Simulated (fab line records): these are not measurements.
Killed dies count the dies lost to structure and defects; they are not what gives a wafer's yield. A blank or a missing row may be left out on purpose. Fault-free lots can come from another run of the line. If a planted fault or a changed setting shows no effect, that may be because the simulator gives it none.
Matching of chambers    flow gf180mcu    cmp-02 running GF_V3_CMP_26: 4 sister chambers
The step polishes, stops on SiO2, t overpolish 15 s, target thk 0 nm. 4 wafers are shown with their chamber, then 7 later ones without.

## WAFERS PAIRED WITH THEIR CHAMBERS
wafer   chamber  motor-current-A (A)
L682.1  2        11.3
L682.6  3        9.3
L692.1  1        12.1
L692.3  0        12.0

## WAFERS MISSING THEIR CHAMBER
wafer   motor-current-A (A)
L692.6  12.1
L693.1  9.9
L693.4  11.4
L693.5  12.3
L700.1  11.5
L700.2  9.4
L700.4  11.8

## CHAMBER TAKEN BY EACH
wafer   from the rows above           in truth
L692.6  can't be placed: 1 or 0       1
L693.1  3                             3
L693.4  can't be placed: 2 or 0       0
L693.5  can't be placed: 1 or 0       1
L700.1  can't be placed: 2 or 0 or 1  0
L700.2  3                             3
L700.4  can't be placed: 0 or 1 or 2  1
Correctly placed: 2 of 7. Cannot be placed on the basis of these rows: 5; the candidates contain the true chamber in 5. 0 placed wrongly.
How it was worked out, from the rows above alone: a wafer's distance from a chamber is the root of the sum, over the readings, of the square of ((its reading less the chamber's mean) divided by the reading's scatter). The wafer belongs to the nearest chamber; if the next one is less than 2 further off, it can't be placed. Each chamber's mean is taken over the wafers shown for it. The scatter: with one shown wafer a chamber, the root of the mean of the squares of how far each hidden wafer lies from its nearest shown one.
